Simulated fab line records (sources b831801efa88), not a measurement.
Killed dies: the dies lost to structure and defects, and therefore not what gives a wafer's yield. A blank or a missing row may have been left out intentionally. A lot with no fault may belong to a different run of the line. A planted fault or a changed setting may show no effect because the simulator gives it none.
Which tool is to blame? || flow gf180mcu || 14 lots with 42 wafers sampled at 5 steps, on a route of 602 steps

WHAT THE GAUGES READ, wafer by wafer
GF_M2_CD_MEAS_14: the cd target is 280 nm. Usual: cd-nm 280.1 nm, standard deviation 1.3.
{"lot": "L556", "measured": "day 18 23:33", "on": "cd-sem-01", "cd-nm (nm)": "280.4 277.7 278.8", "flag": ""}
{"lot": "L557", "measured": "day 19 10:37", "on": "cd-sem-01", "cd-nm (nm)": "281.5 282.4 282.3", "flag": ""}
{"lot": "L558", "measured": "day 19 23:40", "on": "cd-sem-01", "cd-nm (nm)": "281.5 282.0 282.3", "flag": ""}
{"lot": "L559", "measured": "day 20 03:31", "on": "cd-sem-01", "cd-nm (nm)": "281.1 281.1 279.9", "flag": ""}
{"lot": "L560", "measured": "day 20 16:37", "on": "cd-sem-01", "cd-nm (nm)": "278.4 277.9 278.3", "flag": ""}
{"lot": "L563", "measured": "day 21 19:33", "on": "cd-sem-01", "cd-nm (nm)": "280.0 280.1 280.9", "flag": ""}
{"lot": "L564", "measured": "day 22 06:50", "on": "cd-sem-02", "cd-nm (nm)": "280.3 280.3 280.9", "flag": ""}
{"lot": "L565", "measured": "day 22 16:58", "on": "cd-sem-01", "cd-nm (nm)": "280.2 280.9 280.7", "flag": ""}
{"lot": "L568", "measured": "day 23 13:26", "on": "cd-sem-01", "cd-nm (nm)": "280.3 280.7 279.8", "flag": ""}
{"lot": "L569", "measured": "day 24 07:17", "on": "cd-sem-02", "cd-nm (nm)": "279.2 279.8 279.4", "flag": ""}
{"lot": "L573", "measured": "day 25 11:02", "on": "cd-sem-01", "cd-nm (nm)": "326.6 325.8 326.4", "flag": "OFF"}
{"lot": "L575", "measured": "day 26 08:36", "on": "cd-sem-02", "cd-nm (nm)": "316.5 315.3 317.1", "flag": "OFF"}
{"lot": "L578", "measured": "day 26 16:31", "on": "cd-sem-01", "cd-nm (nm)": "281.9 282.6 282.1", "flag": ""}
{"lot": "L579", "measured": "day 27 05:14", "on": "cd-sem-02", "cd-nm (nm)": "281.6 281.1 281.5", "flag": ""}

GF_M2_OVL_MEAS_15. Usual: M2_OVL gives -1 nm (standard deviation 5.7).
{"lot": "L556", "measured": "day 18 23:39", "on": "overlay-02", "M2_OVL (nm)": "2 0 -5", "flag": ""}
{"lot": "L557", "measured": "day 19 10:42", "on": "overlay-01", "M2_OVL (nm)": "-12 5 -7", "flag": ""}
{"lot": "L558", "measured": "day 19 23:47", "on": "overlay-02", "M2_OVL (nm)": "-4 -3 8", "flag": ""}
{"lot": "L559", "measured": "day 20 03:38", "on": "overlay-02", "M2_OVL (nm)": "3 -4 0", "flag": ""}
{"lot": "L560", "measured": "day 20 16:44", "on": "overlay-01", "M2_OVL (nm)": "4 10 2", "flag": ""}
{"lot": "L563", "measured": "day 21 19:38", "on": "overlay-01", "M2_OVL (nm)": "-6 -11 1", "flag": ""}
{"lot": "L564", "measured": "day 22 06:57", "on": "overlay-02", "M2_OVL (nm)": "4 5 2", "flag": ""}
{"lot": "L565", "measured": "day 22 17:05", "on": "overlay-01", "M2_OVL (nm)": "3 -3 3", "flag": ""}
{"lot": "L568", "measured": "day 23 13:33", "on": "overlay-02", "M2_OVL (nm)": "11 5 7", "flag": ""}
{"lot": "L569", "measured": "day 24 07:24", "on": "overlay-02", "M2_OVL (nm)": "-1 -4 10", "flag": ""}
{"lot": "L573", "measured": "day 25 11:06", "on": "overlay-01", "M2_OVL (nm)": "10 0 9", "flag": ""}
{"lot": "L575", "measured": "day 26 08:42", "on": "overlay-02", "M2_OVL (nm)": "-4 0 3", "flag": ""}
{"lot": "L578", "measured": "day 26 16:38", "on": "overlay-01", "M2_OVL (nm)": "-5 -5 -7", "flag": ""}
{"lot": "L579", "measured": "day 27 05:20", "on": "overlay-01", "M2_OVL (nm)": "5 -2 -5", "flag": ""}

GF_V2_THK_MEAS_01. Usual: V2_CVD_00_THK gives 598 nm (standard deviation 5.4).
{"lot": "L556", "measured": "day 19 00:26", "on": "film-metro-02", "V2_CVD_00_THK (nm)": "595 591 594", "flag": ""}
{"lot": "L557", "measured": "day 19 11:29", "on": "film-metro-04", "V2_CVD_00_THK (nm)": "602 596 608", "flag": ""}
{"lot": "L558", "measured": "day 20 00:35", "on": "film-metro-02", "V2_CVD_00_THK (nm)": "592 590 596", "flag": ""}
{"lot": "L559", "measured": "day 20 04:25", "on": "film-metro-04", "V2_CVD_00_THK (nm)": "599 602 595", "flag": ""}
{"lot": "L560", "measured": "day 20 17:33", "on": "film-metro-04", "V2_CVD_00_THK (nm)": "591 589 592", "flag": ""}
{"lot": "L563", "measured": "day 21 20:25", "on": "film-metro-04", "V2_CVD_00_THK (nm)": "608 598 599", "flag": ""}
{"lot": "L564", "measured": "day 22 07:44", "on": "film-metro-03", "V2_CVD_00_THK (nm)": "590 592 590", "flag": ""}
{"lot": "L565", "measured": "day 22 17:59", "on": "film-metro-03", "V2_CVD_00_THK (nm)": "601 600 594", "flag": ""}
{"lot": "L568", "measured": "day 23 14:19", "on": "film-metro-03", "V2_CVD_00_THK (nm)": "600 595 594", "flag": ""}
{"lot": "L569", "measured": "day 24 08:13", "on": "film-metro-04", "V2_CVD_00_THK (nm)": "586 604 595", "flag": ""}
{"lot": "L573", "measured": "day 25 11:53", "on": "film-metro-03", "V2_CVD_00_THK (nm)": "600 594 605", "flag": ""}
{"lot": "L575", "measured": "day 26 09:31", "on": "film-metro-03", "V2_CVD_00_THK (nm)": "602 607 597", "flag": ""}
{"lot": "L578", "measured": "day 26 17:28", "on": "film-metro-03", "V2_CVD_00_THK (nm)": "597 602 599", "flag": ""}
{"lot": "L579", "measured": "day 27 06:15", "on": "film-metro-03", "V2_CVD_00_THK (nm)": "591 592 594", "flag": ""}

EACH LOT AND THE TOOL THAT RAN IT (in order: tool; ch and the chambers of the sampled wafers; start)
{"lot": "L556", "GF_V1_CVD_23": "cvd-w-01 ch 0,1, day 17 22:38", "GF_M2_EXPOSE_11": "krf-scanner-01 ch 0, day 18 11:40"}
{"lot": "L557", "GF_V1_CVD_23": "cvd-w-02 ch 0,1, day 18 09:46", "GF_M2_EXPOSE_11": "krf-scanner-01 ch 0, day 18 22:19"}
{"lot": "L558", "GF_V1_CVD_23": "cvd-w-02 ch 0, day 18 22:35", "GF_M2_EXPOSE_11": "krf-scanner-01 ch 0, day 19 11:46"}
{"lot": "L559", "GF_V1_CVD_23": "cvd-w-01 ch 0,1, day 19 01:34", "GF_M2_EXPOSE_11": "krf-scanner-02 ch 0, day 19 14:54"}
{"lot": "L560", "GF_V1_CVD_23": "cvd-w-01 ch 0,1, day 19 15:37", "GF_M2_EXPOSE_11": "krf-scanner-02 ch 0, day 20 05:01"}
{"lot": "L563", "GF_V1_CVD_23": "cvd-w-01 ch 0,1, day 20 19:22", "GF_M2_EXPOSE_11": "krf-scanner-02 ch 0, day 21 07:58"}
{"lot": "L564", "GF_V1_CVD_23": "cvd-w-01 ch 0,1, day 21 06:37", "GF_M2_EXPOSE_11": "krf-scanner-02 ch 0, day 21 19:07"}
{"lot": "L565", "GF_V1_CVD_23": "cvd-w-02 ch 1, day 21 16:46", "GF_M2_EXPOSE_11": "krf-scanner-01 ch 0, day 22 05:53"}
{"lot": "L568", "GF_V1_CVD_23": "cvd-w-01 ch 0,1, day 22 14:20", "GF_M2_EXPOSE_11": "krf-scanner-01 ch 0, day 23 02:16"}
{"lot": "L569", "GF_V1_CVD_23": "cvd-w-01 ch 0,1, day 23 08:01", "GF_M2_EXPOSE_11": "krf-scanner-02 ch 0, day 23 20:26"}
{"lot": "L573", "GF_V1_CVD_23": "cvd-w-02 ch 0,1, day 24 12:54", "GF_M2_EXPOSE_11": "krf-scanner-01 ch 0, day 25 00:36"}
{"lot": "L575", "GF_V1_CVD_23": "cvd-w-01 ch 0,1, day 25 10:57", "GF_M2_EXPOSE_11": "krf-scanner-01 ch 0, day 25 22:01"}
{"lot": "L578", "GF_V1_CVD_23": "cvd-w-02 ch 0,1, day 25 18:47", "GF_M2_EXPOSE_11": "krf-scanner-02 ch 0, day 26 06:44"}
{"lot": "L579", "GF_V1_CVD_23": "cvd-w-02 ch 0,1, day 26 08:13", "GF_M2_EXPOSE_11": "krf-scanner-02 ch 0, day 26 18:54"}
- GF_V1_CVD_23: deposits W, target thk 350 nm, time 105.05 s.
- GF_M2_EXPOSE_11: exposes mask Metal2, target cd 280 nm.

AS READ BY THE TOOLS THEMSELVES (means over the sampled wafers that have a number; for cases with no such wafer, the mark the record gives instead)
GF_V1_CVD_23. Usual: heater-power-w 828 W, standard deviation 79; susceptor-temp-C 399.98 C, standard deviation 0.23.
{"lot": "L556", "tool": "cvd-w-01", "heater-power-w (W)": 744, "susceptor-temp-C (C)": 399.97, "flag": ""}
{"lot": "L557", "tool": "cvd-w-02", "heater-power-w (W)": 887, "susceptor-temp-C (C)": 399.97, "flag": ""}
{"lot": "L558", "tool": "cvd-w-02", "heater-power-w (W)": 868, "susceptor-temp-C (C)": 400.31, "flag": ""}
{"lot": "L559", "tool": "cvd-w-01", "heater-power-w (W)": 778, "susceptor-temp-C (C)": 400.11, "flag": ""}
{"lot": "L560", "tool": "cvd-w-01", "heater-power-w (W)": 780, "susceptor-temp-C (C)": 400.14, "flag": ""}
{"lot": "L563", "tool": "cvd-w-01", "heater-power-w (W)": 741, "susceptor-temp-C (C)": 399.96, "flag": ""}
{"lot": "L564", "tool": "cvd-w-01", "heater-power-w (W)": 747, "susceptor-temp-C (C)": 400.07, "flag": ""}
{"lot": "L565", "tool": "cvd-w-02", "heater-power-w (W)": 908, "susceptor-temp-C (C)": 399.85, "flag": ""}
{"lot": "L568", "tool": "cvd-w-01", "heater-power-w (W)": 775, "susceptor-temp-C (C)": 399.83, "flag": ""}
{"lot": "L569", "tool": "cvd-w-01", "heater-power-w (W)": 755, "susceptor-temp-C (C)": 400.05, "flag": ""}
{"lot": "L573", "tool": "cvd-w-02", "heater-power-w (W)": 894, "susceptor-temp-C (C)": 399.94, "flag": ""}
{"lot": "L575", "tool": "cvd-w-01", "heater-power-w (W)": 749, "susceptor-temp-C (C)": 399.56, "flag": ""}
{"lot": "L578", "tool": "cvd-w-02", "heater-power-w (W)": 893, "susceptor-temp-C (C)": 400.12, "flag": ""}
{"lot": "L579", "tool": "cvd-w-02", "heater-power-w (W)": 899, "susceptor-temp-C (C)": 400.02, "flag": ""}

GF_M2_EXPOSE_11. Usual: exposure-dose-mJ-cm2 28.05, standard deviation 0.082.
{"lot": "L556", "tool": "krf-scanner-01", "exposure-dose-mJ-cm2": 27.98, "flag": ""}
{"lot": "L557", "tool": "krf-scanner-01", "exposure-dose-mJ-cm2": 27.94, "flag": ""}
{"lot": "L558", "tool": "krf-scanner-01", "exposure-dose-mJ-cm2": 27.98, "flag": ""}
{"lot": "L559", "tool": "krf-scanner-02", "exposure-dose-mJ-cm2": 28.15, "flag": ""}
{"lot": "L560", "tool": "krf-scanner-02", "exposure-dose-mJ-cm2": 28.12, "flag": ""}
{"lot": "L563", "tool": "krf-scanner-02", "exposure-dose-mJ-cm2": 28.16, "flag": ""}
{"lot": "L564", "tool": "krf-scanner-02", "exposure-dose-mJ-cm2": 28.14, "flag": ""}
{"lot": "L565", "tool": "krf-scanner-01", "exposure-dose-mJ-cm2": 27.98, "flag": ""}
{"lot": "L568", "tool": "krf-scanner-01", "exposure-dose-mJ-cm2": 27.99, "flag": ""}
{"lot": "L569", "tool": "krf-scanner-02", "exposure-dose-mJ-cm2": 28.14, "flag": ""}
{"lot": "L573", "tool": "krf-scanner-01", "exposure-dose-mJ-cm2": 20.55, "flag": "OFF"}
{"lot": "L575", "tool": "krf-scanner-01", "exposure-dose-mJ-cm2": 22.02, "flag": "OFF"}
{"lot": "L578", "tool": "krf-scanner-02", "exposure-dose-mJ-cm2": 28.14, "flag": ""}
{"lot": "L579", "tool": "krf-scanner-02", "exposure-dose-mJ-cm2": 28.13, "flag": ""}

THE ANSWER, worked out from the rows above alone
Rule: a lot counts as off when the mean over its wafers that have a number is more than 3 standard deviations away from the usual mean. A lot without any number at a reading at which 4 lots or more have one is off too. Where the step has rows for the other lots, those lots are counted as sound. Order of review: gauges by route order, followed by the tools' own readings, for which a lot's mean as printed above is used. At the first step where some lot is off, the reading lying furthest off is the one used; lots without a number count as furthest.
Off, at GF_M2_CD_MEAS_14 on cd-nm: L573, L575.
A tool fits if, at a process step before that reading, it ran every lot that is off, and no sound lot after the first of them. Not tried: the gauges at GF_M2_CD_MEAS_14; whatever is off there is also off at GF_M2_EXPOSE_11, on other tools, and gauge error can't account for it. One fits: krf-scanner-01 at GF_M2_EXPOSE_11. A fault onset in the window from L568 (day 23 02:16, its last sound lot) to L573 (day 25 00:36, its first lot off) fits.
On the lots that are off, the tool's own readings at GF_M2_EXPOSE_11 differ by more than 5 times the standard deviation of the sound lots' means, which bears it out; exposure-dose-mJ-cm2 reads 21.29 there versus 28.07 on the sound lots.

WHAT THE SIMULATOR PUT IN
Drift in process parameters on krf-scanner-01 at GF_M2_EXPOSE_11, starting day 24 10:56. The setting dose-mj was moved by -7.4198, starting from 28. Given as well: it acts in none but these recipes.
Shown lots that were struck: L573, L575. The rule above found the same.
